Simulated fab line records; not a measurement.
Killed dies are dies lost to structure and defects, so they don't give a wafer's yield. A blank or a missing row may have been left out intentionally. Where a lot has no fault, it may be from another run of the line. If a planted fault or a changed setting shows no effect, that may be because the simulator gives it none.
A struck lot beside a sound one + flow gf180mcu + 14 out of 602 route steps
Sound: these wafers, L922.2, L922.3, L922.6. Struck: wafers L930.1, L930.2, L930.5. Last of all comes the cause.
Each step with rows lists, per side, the tool, then ch with its chambers, then its first start. Under that, the readings that differ: sound wafers + struck wafers + difference of the means + sigmas: that difference in standard deviations of wafers without a fault.
alike: same words and numbers on both sides, and readings whose means sit less than 2 such deviations apart. not compared: any withheld reading, any reading some wafer has no value for, any bound like >300 that may hide the same value, and any number with overlapping values for which the record gives no deviation.
A row with sigmas, a row that says differs or no value, or rows on one side alone: a step with any of these is where the two part. Numbers that have no deviation but don't overlap get no sigmas and don't part them. A reading that every wafer of one side lacks parts them only if that side has two wafers or more.

first, 1 step without rows for these wafers: GF_MVSD_DEVELOP_06 (develop time 60 s).
GF_MVSD_OVL_MEAS_07:
  sound: overlay-02 at day 6 06:31; struck: overlay-02 at day 8 07:34
  alike: MVSD_OVL
then, 2 steps without rows for these wafers: GF_MVSD_IMPLANT_08; GF_MVSD_IMPLANT_09.
GF_MVSD_STRIP_10: strips in O2/N2.
  sound on plasma-asher-03 ch 0,1, day 6 06:50; struck on plasma-asher-04 ch 0,1, day 8 07:54
  alike: drypump-motor-current-A, heater-power-w, oes-product-au, strip-time-to-endpoint-s
  not compared: rf-hours-counter-h
GF_MVSD_TW_MEAS_11:
  sound: film-metro-03 at day 6 06:57; struck: film-metro-02 at day 8 08:00
| reading | sound          | struck         | difference | sigmas |
|---------|----------------|----------------|------------|--------|
| MVSD_TW | 1547 1538 1535 | 1590 1589 1594 | +51        | +2     |
then, 6 steps without rows for these wafers: GF_MVPSD_DEHYDRATE_00 (time 60 s); GF_MVPSD_HMDS_01 (prime time 60 s); GF_MVPSD_COAT_02 (resist thk 2966 nm); GF_MVPSD_SOFTBAKE_03; GF_MVPSD_EXPOSE_04 (exposes mask MVPSD, target cd 1000 nm); GF_MVPSD_PEB_05.
GF_MVPSD_DEVELOP_06: develop time 60 s.
  struck on litho-track-01, day 9 01:00; sound on litho-track-01 ch 0, day 6 22:00
  no value came back on the struck wafers for chill-plate-temp-C (C), develop-time-s (s), developer-temp-C (C); on the sound wafers chill-plate-temp-C (C) reads 22.92 22.91 22.91
GF_MVPSD_OVL_MEAS_07:
  sound: overlay-01 at day 6 22:25; struck: overlay-01 at day 9 01:25
| reading        | sound        | struck | difference                    | sigmas |
|----------------|--------------|--------|-------------------------------|--------|
| MVPSD_OVL (nm) | 0.5 0.6 -0.6 | - - -  | no value on the struck wafers |        |

== WHERE THEY PART ==
Last at GF_MVPSD_OVL_MEAS_07 as far as this record goes, first at GF_MVSD_TW_MEAS_11.

WHY: the cause the simulator had injected
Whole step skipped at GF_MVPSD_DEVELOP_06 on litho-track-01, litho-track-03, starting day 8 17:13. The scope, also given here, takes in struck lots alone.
